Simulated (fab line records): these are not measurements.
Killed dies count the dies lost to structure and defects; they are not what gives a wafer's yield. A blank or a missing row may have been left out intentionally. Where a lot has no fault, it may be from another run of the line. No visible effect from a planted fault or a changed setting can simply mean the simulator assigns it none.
Which tool did it?	flow gf180mcu	14 lots, 42 wafers sampled, at 3 steps of a route of 602

WHAT THE GAUGES READ, wafer by wafer
GF_CONTACT_THK_MEAS_26: measures by xrf. Usual: CONTACT_W_THK gives 314 nm (standard deviation 5.4).
lot	measured	on	CONTACT_W_THK (nm)	flag
L236	day 16 06:55	film_metro-01	314 308 311	
L237	day 16 13:31	film_metro-01	323 323 318	
L239	day 17 08:41	film_metro-03	307 309 309	
L240	day 17 15:18	film_metro-01	313 314 318	
L241	day 18 00:03	film_metro-01	314 312 323	
L242	day 18 16:37	film_metro-03	322 309 320	
L245	day 19 17:19	film_metro-04	312 315 309	
L246	day 20 02:01	film_metro-04	313 311 312	
L248	day 20 13:38	film_metro-01	319 306 312	
L254	day 22 14:55	film_metro-03	308 321 310	
L255	day 23 02:39	film_metro-03	315 327 315	
L256	day 23 17:39	film_metro-04	306 316 309	
L257	day 23 17:49	film_metro-03	313 309 310	
L259	day 24 11:41	film_metro-03	320 318 308	

GF_V1_CD_MEAS_14: the cd target is 260 nm. Usual: cd_nm at 260.0 nm, with a standard deviation of 1.3.
lot	measured	on	cd_nm (nm)	flag
L236	day 18 06:11	cd_sem-01	257.8 258.6 259.4	
L237	day 18 13:40	cd_sem-02	262.8 262.2 263.3	
L239	day 19 09:40	cd_sem-02	262.8 261.2 261.5	
L240	day 19 17:23	cd_sem-02	258.4 258.2 258.4	
L241	day 20 02:19	cd_sem-01	258.6 259.6 259.4	
L242	day 20 19:43	cd_sem-01	257.2 257.8 257.2	
L245	day 21 18:34	cd_sem-02	259.8 259.9 259.8	
L246	day 22 04:17	cd_sem-02	260.8 259.8 258.9	
L248	day 22 15:35	cd_sem-02	261.2 260.4 261.6	
L254	day 24 14:49	cd_sem-02	260.7 262.4 260.4	
L255	day 25 00:56	cd_sem-01	258.7 260.4 259.9	
L256	day 25 15:35	cd_sem-01	259.7 258.7 259.1	
L257	day 25 15:55	cd_sem-02	259.6 260.1 259.4	
L259	day 26 08:11	cd_sem-01	259.0 258.4 259.4	

TOOL THAT RAN EACH LOT (tool first, then ch and the chambers of the sampled wafers, then the start)
lot	GF_SALICIDE_RTA_06
L236	rtp_anneal-02 ch 0, day 15 08:00
L237	rtp_anneal-01 ch 0, day 15 14:49
L239	rtp_anneal-01 ch 0, day 16 07:50
L240	rtp_anneal-02 ch 0, day 16 14:04
L241	rtp_anneal-01 ch 0, day 16 22:52
L242	rtp_anneal-02 ch 0, day 17 15:21
L245	rtp_anneal-01 ch 0, day 18 15:18
L246	rtp_anneal-02 ch 0, day 18 23:42
L248	rtp_anneal-01 ch 0, day 19 12:07
L254	rtp_anneal-02 ch 0, day 21 13:49
L255	rtp_anneal-02 ch 0, day 22 01:37
L256	rtp_anneal-01 ch 0, day 22 16:37
L257	rtp_anneal-01 ch 0, day 22 16:53
L259	rtp_anneal-01 ch 0, day 23 10:52
- GF_SALICIDE_RTA_06: time 30 s.

WHAT THE TOOLS THEMSELVES READ (means of the sampled wafers that have a number; where no wafer has one, the mark that the record gives instead)
GF_SALICIDE_RTA_06. Usual: lamp_power_pct 5.35 %, standard deviation 0.2; wafer_temp_C_max 532.4, standard deviation 0.54.
lot	tool	lamp_power_pct (%)	wafer_temp_C_max	flag
L236	rtp_anneal-02	5.58	532.9	
L237	rtp_anneal-01	5.18	531.7	
L239	rtp_anneal-01	5.18	532.7	
L240	rtp_anneal-02	5.58	531.9	
L241	rtp_anneal-01	5.18	532.2	
L242	rtp_anneal-02	5.58	532.6	
L245	rtp_anneal-01	3.20	421.6	OFF
L246	rtp_anneal-02	5.58	532.7	
L248	rtp_anneal-01	3.20	421.7	OFF
L254	rtp_anneal-02	5.58	532.6	
L255	rtp_anneal-02	5.58	532.4	
L256	rtp_anneal-01	5.18	533.4	
L257	rtp_anneal-01	5.18	532.1	
L259	rtp_anneal-01	5.17	532.8	

THE ANSWER, worked out from the rows above alone
Rule: take the mean of a lot's wafers that have a number; if it is more than 3 standard deviations from the usual mean, the lot is off. Also off: a lot with no number at a reading for which 4 or more lots have one. Any other lot the step has rows for is counted as sound. First the gauges in route order, then the tools' own readings, where a lot's mean is used as printed above. At the first step where some lot is off, the reading lying furthest off is the one used; lots without a number count as furthest.
Off, at GF_SALICIDE_RTA_06 on wafer_temp_C_max: L245, L248.
A tool fits if, at that step or a process step before it, it ran every lot that is off, and no sound lot after the first of them. No candidate that was tried fits.

WHAT THE SIMULATOR PUT IN
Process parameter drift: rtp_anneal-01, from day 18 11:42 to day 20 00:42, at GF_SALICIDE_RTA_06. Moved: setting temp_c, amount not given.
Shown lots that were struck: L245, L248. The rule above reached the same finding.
